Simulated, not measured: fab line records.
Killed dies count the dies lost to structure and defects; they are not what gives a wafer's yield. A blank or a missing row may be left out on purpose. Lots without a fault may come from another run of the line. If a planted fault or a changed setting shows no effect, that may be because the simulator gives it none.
fab line records	flow sky130	part 1 of 2: steps 1 to 23 of 36
[record] lots = 5	wafers = 15	lastDay = 50
route steps=708 shown RES_PROTECT@216 POLY_GATE@217 LDD_N@237
lots that met no fault: from a run of the same line without faults
startH: hours from the record's first day to the start of the lot's first wafer shown	waitH: time in hours since the lot's previous step	" identical to the entry in the row above	L1.1+2: one row covering several wafers at once	- no value, or no start was given	* or withheld: withheld	< > ~ a bound
route shown NAME@n: names a module that has steps shown in the file, with the first one's number in the route	usual: mean and standard deviation over wafers with no fault	same: alike in all rows	chamber/n: place in a boat	sites: each site's reading	_std_site: how widely they spread, as a standard deviation	_edge_site: inner sites' mean taken away from outer sites' mean	radiusMm: how far each site lies from the wafer's centre	mask NAME#n: copy n	behind: the last tool/chamber to shape the wafer	hold: why the lot was held/for how many hours/how that ended	device: the n, p or np transistor that did not switch	end of line: tests run on the same wafers once the route is complete	a step without rows: its recipe alone	killed: at the first sort, the dies lost to defects and structure; wafer yield is something else	map: a wafer's dies, marking killed ones x, the rest . and places with no die _
set.NAME: the setting as run; set.NAME@STEP: as run at that earlier step	model.NAME: the simulator's own value behind a step, which no gauge read
lots at some steps of the route; a table a step, a row a wafer
services: when a tool's chamber went out of use (startH, in hours from the record's first day, below 0 if earlier), for how many hours, and the reason
[[steps]]
[step SKY_RES_PROTECT_CLEAN_09]
[recipe] chemistry = SC1/SC2	mix = 1:4:20	tempC = 70	timeS = 150	dry = n2Spin
lot.wafer	tool	chamber	startH	waitH
L076.1+2+6	wetBench-03	1	352.88	0.1
L075.3+4+6	wetBench-03	2	356.88	0.0
L083.4+5+6	wetBench-03	1	412.78	0.0
L088.1+5+6	wetBench-03	2	473.08	0.1
L094.1+5+6	wetBench-01	0	520.95	0.1
[step SKY_POLY_GATE_CVD_03]
[recipe] material = Si3N4	precursor = DCS/NH3	targetThkNm = 75	tempC = 770	timeS = 1290	pressureMtorr = 250
lot.wafer	tool	chamber	startH	waitH
L076.1+2+6	lpcvd-02	1	355.51	2.6
L075.3+4+6	lpcvd-02	0	358.66	1.7
L083.4+5+6	lpcvd-02	0	414.75	1.9
L088.1+5+6	lpcvd-02	1	473.13	0.0
L094.1+5+6	lpcvd-02	0	522.52	1.5
[step SKY_POLY_GATE_THK_MEAS_04]
[recipe] reads = Si3N4_of_POLY_GATE_CVD_03
[usual] POLY_GATE_CVD_03_THK = 75.0/0.77
lot.wafer	tool	chamber	startH	waitH	POLY_GATE_CVD_03_THK[nm]
L076.1	filmMetro-01	-	356.87	0.0	75.5
L076.2	"	-	"	"	76.3
L076.6	"	-	"	"	75.7
L075.3	filmMetro-02	-	360.04	0.0	76.6
L075.4	"	-	"	"	76.4
L075.6	"	-	"	"	76.3
L083.4	filmMetro-03	-	416.82	0.0	75.3
L083.5	"	-	"	"	74.7
L083.6	"	-	"	"	75.0
L088.1	filmMetro-02	-	474.49	0.0	75.2
L088.5	"	-	"	"	75.4
L088.6	"	-	"	"	75.0
L094.1	filmMetro-02	-	524.56	0.0	74.5
L094.5	"	-	"	"	75.0
L094.6	"	-	"	"	74.3
[step SKY_POLY_GATE_DEHYDRATE_05]
[recipe] tempC = 200	timeS = 60
[usual] exhaustPa = 45.0/0.81	resistLineTempC = 23.00/0.1
lot.wafer	tool	chamber	startH	waitH	exhaustPa	resistLineTempC
L076.1	lithoTrack-03	0	370.62	13.7	45.0	23.02
L076.2	"	0	"	"	45.5	22.97
L076.6	"	0	"	"	45.7	22.96
L075.3	lithoTrack-02	0	373.71	13.7	44.9	23.01
L075.4	"	0	"	"	45.3	23.12
L075.6	"	0	"	"	46.0	23.10
L083.4	lithoTrack-03	0	430.45	13.6	44.8	22.92
L083.5	"	0	"	"	44.8	22.88
L083.6	"	0	"	"	44.4	22.88
L088.1	lithoTrack-03	0	488.97	14.5	45.2	23.08
L088.5	"	0	"	"	45.9	22.95
L088.6	"	0	"	"	44.2	22.90
L094.1	lithoTrack-03	0	539.22	14.7	45.8	23.09
L094.5	"	0	"	"	46.0	23.01
L094.6	"	0	"	"	44.8	22.91
[step SKY_POLY_GATE_HMDS_06]
[recipe] primeTimeS = 60	primeTempC = 120
[usual] exhaustPa = 44.9/0.91	resistLineTempC = 23.00/0.13
lot.wafer	tool	chamber	startH	waitH	exhaustPa	resistLineTempC
L076.1	lithoTrack-03	0	370.77	0.1	44.1	22.90
L076.2	"	0	"	"	44.5	22.91
L076.6	"	0	"	"	44.3	23.04
L075.3	lithoTrack-02	0	373.86	0.1	44.3	23.07
L075.4	"	0	"	"	44.9	22.94
L075.6	"	0	"	"	45.2	23.24
L083.4	lithoTrack-03	0	430.60	0.1	45.7	22.92
L083.5	"	0	"	"	46.3	23.01
L083.6	"	0	"	"	45.9	23.14
L088.1	lithoTrack-03	0	489.12	0.1	43.7	23.13
L088.5	"	0	"	"	45.3	23.01
L088.6	"	0	"	"	44.3	23.14
L094.1	lithoTrack-03	0	539.37	0.1	45.8	22.86
L094.5	"	0	"	"	45.4	22.87
L094.6	"	0	"	"	45.1	23.08
[step SKY_POLY_GATE_COAT_07]
[recipe] resist = BARC	tempC = withheld	timeS = withheld	spinRpm = 3000	resistThkNm = 110
[usual] exhaustPa = 44.9/0.89	resistLineTempC = *
lot.wafer	tool	chamber	startH	waitH	exhaustPa	resistLineTempC
L076.1	lithoTrack-03	0	370.92	0.1	46.1	*
L076.2	"	0	"	"	45.4	*
L076.6	"	0	"	"	46.3	*
L075.3	lithoTrack-02	0	374.01	0.1	44.9	*
L075.4	"	0	"	"	44.8	*
L075.6	"	0	"	"	44.4	*
L083.4	lithoTrack-03	0	430.75	0.1	43.3	*
L083.5	"	0	"	"	43.7	*
L083.6	"	0	"	"	44.7	*
L088.1	lithoTrack-03	0	489.27	0.1	46.0	*
L088.5	"	0	"	"	46.1	*
L088.6	"	0	"	"	46.5	*
L094.1	lithoTrack-03	0	539.52	0.1	44.0	*
L094.5	"	0	"	"	45.2	*
L094.6	"	0	"	"	45.3	*
[step SKY_POLY_GATE_COAT_08]
[recipe] resist = KrF-thick	spinRpm = 3000	resistThkNm = 450
[usual] exhaustPa = 45.2/0.84	resistLineTempC = 23.00/0.1
lot.wafer	tool	chamber	startH	waitH	exhaustPa	resistLineTempC
L076.1	lithoTrack-03	0	-	-	45.1	23.18
L076.2	"	0	"	"	44.9	23.35
L076.6	"	0	"	"	44.6	23.08
L075.3	lithoTrack-02	0	-	-	44.4	22.82
L075.4	"	0	"	"	45.3	22.94
L075.6	"	0	"	"	44.6	23.00
L083.4	lithoTrack-03	0	-	-	44.5	23.11
L083.5	"	0	"	"	45.0	23.02
L083.6	"	0	"	"	45.0	23.05
L088.1	lithoTrack-03	0	-	-	46.0	22.90
L088.5	"	0	"	"	46.1	22.95
L088.6	"	0	"	"	45.8	22.92
L094.1	lithoTrack-03	0	-	-	45.7	23.06
L094.5	"	0	"	"	46.5	23.10
L094.6	"	0	"	"	46.4	23.03
[step SKY_POLY_GATE_SOFTBAKE_09]
[recipe] tempC = 100	timeS = 90	resist = KrF-thick
[usual] exhaustPa = 45.0/0.82	resistLineTempC = 22.99/0.1
lot.wafer	tool	chamber	startH	waitH	exhaustPa	resistLineTempC
L076.1	lithoTrack-03	0	-	-	45.5	22.89
L076.2	"	0	"	"	44.9	23.03
L076.6	"	0	"	"	45.7	23.00
L075.3	lithoTrack-02	0	-	-	46.4	23.09
L075.4	"	0	"	"	43.9	23.00
L075.6	"	0	"	"	44.8	22.80
L083.4	lithoTrack-03	0	-	-	45.9	22.90
L083.5	"	0	"	"	45.0	23.07
L083.6	"	0	"	"	44.2	22.96
L088.1	lithoTrack-03	0	-	-	44.7	23.09
L088.5	"	0	"	"	44.6	22.91
L088.6	"	0	"	"	44.5	23.14
L094.1	lithoTrack-03	0	-	-	43.8	22.69
L094.5	"	0	"	"	45.1	22.98
L094.6	"	0	"	"	44.7	23.01
[step SKY_POLY_GATE_EXPOSE_10]
[recipe] maskId = P1M	na = 0.68	sourceShape = conventional	sigmaOuter = 0.6	targetCdNm = 150	doseMj = 28.56
[usual] stageVelMmS = 499.97/0.27
lot.wafer	tool	chamber	startH	waitH	mask	stageVelMmS
L076.1	krfScanner-02	0	-	-	P1M#0	499.76
L076.2	"	0	"	"	P1M#0	500.08
L076.6	"	0	"	"	P1M#0	500.21
L075.3	krfScanner-02	0	-	-	P1M#0	500.23
L075.4	"	0	"	"	P1M#0	499.78
L075.6	"	0	"	"	P1M#0	499.92
L083.4	krfScanner-02	0	-	-	P1M#0	499.92
L083.5	"	0	"	"	P1M#0	499.80
L083.6	"	0	"	"	P1M#0	499.96
L088.1	krfScanner-02	0	-	-	P1M#0	500.42
L088.5	"	0	"	"	P1M#0	500.41
L088.6	"	0	"	"	P1M#0	500.48
L094.1	krfScanner-01	0	-	-	P1M#0	499.68
L094.5	"	0	"	"	P1M#0	499.55
L094.6	"	0	"	"	P1M#0	499.45
[step SKY_POLY_GATE_PEB_11]
[recipe] pebTempC = withheld	pebTimeS = withheld	resist = KrF-thick
[usual] exhaustPa = 45.3/0.86	resistLineTempC = *
lot.wafer	tool	chamber	startH	waitH	exhaustPa	resistLineTempC
L076.1	lithoTrack-03	0	-	-	45.8	*
L076.2	"	0	"	"	44.7	*
L076.6	"	0	"	"	45.3	*
L075.3	lithoTrack-01	0	-	-	44.5	*
L075.4	"	0	"	"	46.3	*
L075.6	"	0	"	"	45.9	*
L083.4	lithoTrack-03	0	-	-	46.6	*
L083.5	"	0	"	"	46.5	*
L083.6	"	0	"	"	46.3	*
L088.1	lithoTrack-01	0	-	-	45.9	*
L088.5	"	0	"	"	44.4	*
L088.6	"	0	"	"	45.5	*
L094.1	lithoTrack-03	0	-	-	45.3	*
L094.5	"	0	"	"	44.7	*
L094.6	"	0	"	"	46.7	*
[step SKY_POLY_GATE_DEVELOP_12]
[recipe] developTimeS = 60	resist = KrF-thick	devTempC = 21
[usual] exhaustPa = 45.1/0.84	resistLineTempC = 23.00/0.12
lot.wafer	tool	chamber	startH	waitH	exhaustPa	resistLineTempC
L076.1	lithoTrack-03	0	-	-	43.8	23.04
L076.2	"	0	"	"	46.2	23.11
L076.6	"	0	"	"	45.6	23.06
L075.3	lithoTrack-01	0	-	-	45.2	23.08
L075.4	"	0	"	"	44.7	23.05
L075.6	"	0	"	"	45.1	23.05
L083.4	lithoTrack-03	0	-	-	44.8	22.99
L083.5	"	0	"	"	45.4	22.87
L083.6	"	0	"	"	44.5	22.76
L088.1	lithoTrack-01	0	-	-	45.2	22.96
L088.5	"	0	"	"	44.3	22.81
L088.6	"	0	"	"	45.0	23.01
L094.1	lithoTrack-03	0	-	-	45.8	23.04
L094.5	"	0	"	"	46.2	22.94
L094.6	"	0	"	"	45.9	22.96
[step SKY_POLY_GATE_CD_MEAS_13]
[recipe] targetCdNm = 150
[usual] cdNm = 150.3/1.4
lot.wafer	tool	chamber	startH	waitH	cdNm
L076.1	cdSem-01	-	385.72	-	152.1
L076.2	"	-	"	"	153.6
L076.6	"	-	"	"	153.9
L075.3	cdSem-02	-	388.36	-	151.2
L075.4	"	-	"	"	150.7
L075.6	"	-	"	"	150.1
L083.4	cdSem-01	-	445.88	-	151.0
L083.5	"	-	"	"	151.0
L083.6	"	-	"	"	150.7
L088.1	cdSem-01	-	504.97	-	149.6
L088.5	"	-	"	"	151.1
L088.6	"	-	"	"	152.1
L094.1	cdSem-02	-	554.97	-	148.2
L094.5	"	-	"	"	148.2
L094.6	"	-	"	"	149.0
[step SKY_POLY_GATE_OVL_MEAS_14]
[usual] POLY_GATE_OVL = 0/5.2
lot.wafer	tool	chamber	startH	waitH	POLY_GATE_OVL[nm]
L076.1	overlay-01	-	385.84	0.1	6
L076.2	"	-	"	"	13
L076.6	"	-	"	"	10
L075.3	overlay-02	-	388.45	0.1	-5
L075.4	"	-	"	"	-15
L075.6	"	-	"	"	-4
L083.4	overlay-02	-	445.96	0.1	1
L083.5	"	-	"	"	1
L083.6	"	-	"	"	2
L088.1	overlay-01	-	505.09	0.1	-3
L088.5	"	-	"	"	-5
L088.6	"	-	"	"	-7
L094.1	overlay-02	-	555.09	0.1	5
L094.5	"	-	"	"	-6
L094.6	"	-	"	"	-1
[step SKY_POLY_GATE_ETCH_15]
[recipe] chemistry = N2/H2	target = BARC	ionEnergyEv = 200	sourceW = 500	biasW = 100	pressureMtorr = 30	n2FlowSccm = 100	h2FlowSccm = 200	stopOn = SiO2	timeS = 118.5	targetDepthA = 1100
[usual] drypumpMotorCurrentA = 5.7/0.42	oesProductAu = 0.717/0.0047	throttleValvePct = 13.213/0.0091
lot.wafer	tool	chamber	startH	waitH	drypumpMotorCurrentA	oesProductAu	rfHoursCounterH	throttleValvePct
L076.1	rieDiel-02	1	385.88	0.0	6.2	0.727	69	13.210
L076.2	"	0	"	"	5.2	0.726	99	13.220
L076.6	"	1	"	"	6.2	0.714	-	13.214
L075.3	rieDiel-02	3	388.47	0.0	5.6	0.718	5	13.209
L075.4	"	2	"	"	5.8	0.722	101	13.221
L075.6	"	1	"	"	6.2	0.721	-	13.211
L083.4	rieDiel-03	3	446.02	0.1	5.8	0.720	-	13.213
L083.5	"	0	"	"	5.1	0.719	-	13.224
L083.6	"	1	"	"	6.1	0.713	-	13.207
L088.1	rieDiel-02	3	505.12	0.0	5.6	0.712	8	13.228
L088.5	"	0	"	"	5.2	0.709	-	13.225
L088.6	"	3	"	"	5.6	0.716	-	13.229
L094.1	rieDiel-01	1	555.13	0.0	6.5	0.716	1	13.216
L094.5	"	1	"	"	6.5	0.722	-	13.214
L094.6	"	2	"	"	5.9	0.719	-	13.208
[step SKY_POLY_GATE_ETCH_16]
[recipe] stopOn = poly-Si	chemistry = CH3F/O2	target = Si3N4	sourceW = 400	biasW = 80	pressureMtorr = 25	ch3fFlowSccm = 40	O2_flow_sccm = 30	timeS = 147.5	targetDepthA = 750
[usual] O2_flow_sccm = 30.01/0.086	drypumpMotorCurrentA = 5.7/0.41	oesProductAu = 0.640/0.0054	throttleValvePct = 10.535/0.0086
lot.wafer	tool	chamber	startH	waitH	O2_flow_sccm	drypumpMotorCurrentA	oesProductAu	rfHoursCounterH	throttleValvePct
L076.1	rieDiel-02	1	385.96	0.0	29.89	6.2	0.631	69	10.525
L076.2	"	0	"	"	30.23	5.2	0.643	99	10.532
L076.6	"	1	"	"	29.98	6.2	0.646	-	10.537
L075.3	rieDiel-02	3	388.55	0.0	30.03	5.6	0.655	5	10.533
L075.4	"	2	"	"	30.07	5.8	0.645	101	10.533
L075.6	"	1	"	"	29.94	6.2	0.642	-	10.551
L083.4	rieDiel-03	3	446.11	0.0	29.87	5.8	0.637	-	10.543
L083.5	"	0	"	"	29.97	5.1	0.645	-	10.528
L083.6	"	1	"	"	30.07	6.1	0.640	-	10.544
L088.1	rieDiel-02	3	505.20	0.0	29.97	5.6	0.640	8	10.521
L088.5	"	0	"	"	29.89	5.2	0.645	-	10.543
L088.6	"	3	"	"	30.10	5.6	0.647	-	10.547
L094.1	rieDiel-01	1	555.21	0.0	30.07	6.5	0.644	1	10.545
L094.5	"	1	"	"	30.09	6.5	0.646	-	10.526
L094.6	"	2	"	"	29.96	5.9	0.645	-	10.526
[step SKY_POLY_GATE_ETCH_17]
[recipe] targetDepthNm = 180	stopOn = SiO2	overEtchFrac = 0.56667	chemistry = HBr/Cl2	target = poly-Si	icpW = 400	biasW = 100	pressureMtorr = 10	HBr_flow_sccm = 150	Cl2_flow_sccm = 50	timeS = 70.5
[usual] drypumpMotorCurrentA = 5.9/0.53	oesProductAu = 0.987/0.0059	throttleValvePct = 33.685/0.0093
lot.wafer	tool	chamber	startH	waitH	drypumpMotorCurrentA	oesProductAu	rfHoursCounterH	throttleValvePct
L076.1	rieSi-02	0	386.06	0.0	5.9	0.991	4.8	33.690
L076.2	"	3	"	"	6.6	0.987	6.2	33.692
L076.6	"	0	"	"	6.0	0.988	-	33.684
L075.3	rieSi-02	2	388.65	0.0	5.2	0.981	8.2	33.673
L075.4	"	0	"	"	6.0	0.981	4.9	33.684
L075.6	"	3	"	"	6.6	0.977	-	33.691
L083.4	rieSi-01	3	446.16	0.0	6.6	0.997	1.5	33.679
L083.5	"	3	"	"	6.6	0.987	-	33.700
L083.6	"	0	"	"	5.5	0.984	-	33.685
L088.1	rieSi-01	3	505.30	0.0	6.6	0.996	1.7	33.655
L088.5	"	0	"	"	5.5	0.989	-	33.685
L088.6	"	1	"	"	6.2	0.994	-	33.672
L094.1	rieSi-01	0	555.31	0.0	5.5	0.988	5.1	33.694
L094.5	"	3	"	"	6.6	0.984	-	33.688
L094.6	"	0	"	"	5.5	0.986	-	33.707
[step SKY_POLY_GATE_STRIP_18]
[recipe] chemistry = O2/N2	powerW = 1400	pressureMtorr = 1500	platenTempC = withheld	o2FlowSccm = 3000	n2FlowSccm = 300	overashFraction = 0.5
[usual] drypumpMotorCurrentA = 5.8/0.43	oesProductAu = 0.361/0.005	stripTimeToEndpointS = 3.171/0.026
lot.wafer	tool	chamber	startH	waitH	drypumpMotorCurrentA	oesProductAu	rfHoursCounterH	stripTimeToEndpointS
L076.1	plasmaAsher-02	1	386.12	0.0	5.8	0.355	65	3.193
L076.2	"	0	"	"	6.0	0.368	65	3.167
L076.6	"	1	"	"	5.9	0.364	-	3.177
L075.3	plasmaAsher-04	0	388.74	0.1	5.4	0.359	-	3.189
L075.4	"	1	"	"	5.7	0.367	-	3.182
L075.6	"	1	"	"	5.7	0.365	-	3.204
L083.4	plasmaAsher-02	1	446.25	0.1	5.8	0.354	-	3.183
L083.5	"	0	"	"	6.0	0.362	-	3.190
L083.6	"	1	"	"	5.8	0.368	-	3.192
L088.1	plasmaAsher-04	0	505.36	0.0	5.4	0.360	6	3.174
L088.5	"	1	"	"	5.7	0.373	-	3.182
L088.6	"	0	"	"	5.4	0.366	-	3.201
L094.1	plasmaAsher-04	1	555.37	0.0	5.7	0.355	11	3.143
L094.5	"	0	"	"	5.4	0.361	-	3.151
L094.6	"	1	"	"	5.7	0.363	-	3.178
[step SKY_POLY_GATE_CLEAN_19]
[recipe] chemistry = SC1/SC2	mix = 1:4:20	tempC = 70	timeS = 150	dry = n2Spin
lot.wafer	tool	chamber	startH	waitH
L076.1+2+6	wetBench-04	0	386.22	0.1
L075.3+4+6	wetBench-01	3	388.81	0.0
L083.4+5+6	wetBench-02	3	446.32	0.0
L088.1+5+6	wetBench-04	1	505.46	0.1
L094.1+5+6	wetBench-01	1	555.47	0.1
[step SKY_POLY_GATE_OXIDATION_20]
[recipe] tempC = 850	ambient = O2	stabiliseS = 600	purgeS = 300	targetThkA = 40	oxTimeS = 899
[same] stabiliseS = 600
lot.wafer	tool	chamber	startH	waitH
L076.1+2+6	furnace-02	0	387.16	0.9
L075.3+4+6	furnace-01	0	390.46	1.6
L083.4+5+6	furnace-02	0	449.68	3.3
L088.1+5+6	furnace-02	0	505.51	0.0
L094.1+5+6	furnace-02	0	557.65	2.1
[step SKY_POLY_GATE_THK_MEAS_21]
[recipe] reads = SiO2_of_POLY_GATE_OXIDATION_20
[usual] POLY_GATE_OXIDATION_THK = 3.99/0.081
lot.wafer	tool	chamber	startH	waitH	POLY_GATE_OXIDATION_THK[nm]
L076.1	filmMetro-03	-	388.41	0.0	4.10
L076.2	"	-	"	"	4.06
L076.6	"	-	"	"	4.10
L075.3	filmMetro-02	-	391.77	0.1	3.91
L075.4	"	-	"	"	3.99
L075.6	"	-	"	"	3.96
L083.4	filmMetro-03	-	450.96	0.0	3.89
L083.5	"	-	"	"	3.96
L083.6	"	-	"	"	4.00
L088.1	filmMetro-03	-	506.76	0.0	3.92
L088.5	"	-	"	"	3.90
L088.6	"	-	"	"	4.03
L094.1	filmMetro-03	-	558.90	0.0	3.97
L094.5	"	-	"	"	4.10
L094.6	"	-	"	"	4.02
[step SKY_POLY_GATE_CD_MEAS_22]
[usual] cdNm = 150.2/2.1
lot.wafer	tool	chamber	startH	waitH	cdNm
L076.1	cdSem-01	-	388.47	0.1	152.6
L076.2	"	-	"	"	153.9
L076.6	"	-	"	"	154.9
L075.3	cdSem-02	-	391.86	0.1	150.0
L075.4	"	-	"	"	151.1
L075.6	"	-	"	"	149.3
L083.4	cdSem-02	-	451.07	0.1	149.8
L083.5	"	-	"	"	150.2
L083.6	"	-	"	"	151.4
L088.1	cdSem-02	-	506.82	0.1	148.6
L088.5	"	-	"	"	150.0
L088.6	"	-	"	"	151.5
L094.1	cdSem-02	-	558.96	0.1	146.4
L094.5	"	-	"	"	146.8
L094.6	"	-	"	"	146.6
[step SKY_LDD_N_DEHYDRATE_00]
[recipe] tempC = 200	timeS = 60
[usual] exhaustPa = 44.9/0.91	resistLineTempC = 22.99/0.1
lot.wafer	tool	chamber	startH	waitH	exhaustPa	resistLineTempC
L076.1	lithoTrack-02	0	403.01	14.5	44.9	23.02
L076.2	"	0	"	"	43.5	22.93
L076.6	"	0	"	"	44.3	22.87
L075.3	lithoTrack-01	0	406.77	14.9	46.7	22.97
L075.4	"	0	"	"	46.8	23.05
L075.6	"	0	"	"	44.6	23.04
L083.4	lithoTrack-02	0	466.03	14.9	44.4	23.01
L083.5	"	0	"	"	45.5	23.08
L083.6	"	0	"	"	45.2	22.94
L088.1	lithoTrack-02	0	521.91	15.1	43.5	23.00
L088.5	"	0	"	"	42.3	22.91
L088.6	"	0	"	"	42.7	22.82
L094.1	lithoTrack-02	0	573.56	14.6	45.4	23.06
L094.5	"	0	"	"	43.7	22.88
L094.6	"	0	"	"	44.3	22.95
[step SKY_LDD_N_HMDS_01]
[recipe] primeTimeS = 60	primeTempC = 120
[usual] exhaustPa = 44.9/0.95	resistLineTempC = 22.99/0.11
lot.wafer	tool	chamber	startH	waitH	exhaustPa	resistLineTempC
L076.1	lithoTrack-02	0	403.16	0.1	45.5	22.97
L076.2	"	0	"	"	43.7	22.84
L076.6	"	0	"	"	45.4	22.90
L075.3	lithoTrack-01	0	406.92	0.1	45.3	22.93
L075.4	"	0	"	"	44.7	22.91
L075.6	"	0	"	"	44.1	23.01
L083.4	lithoTrack-02	0	466.18	0.1	45.7	22.91
L083.5	"	0	"	"	47.0	23.02
L083.6	"	0	"	"	46.3	22.93
L088.1	lithoTrack-02	0	522.06	0.1	43.1	22.81
L088.5	"	0	"	"	44.2	22.70
L088.6	"	0	"	"	42.6	22.76
L094.1	lithoTrack-02	0	573.71	0.1	45.9	23.10
L094.5	"	0	"	"	45.0	22.90
L094.6	"	0	"	"	45.2	23.03
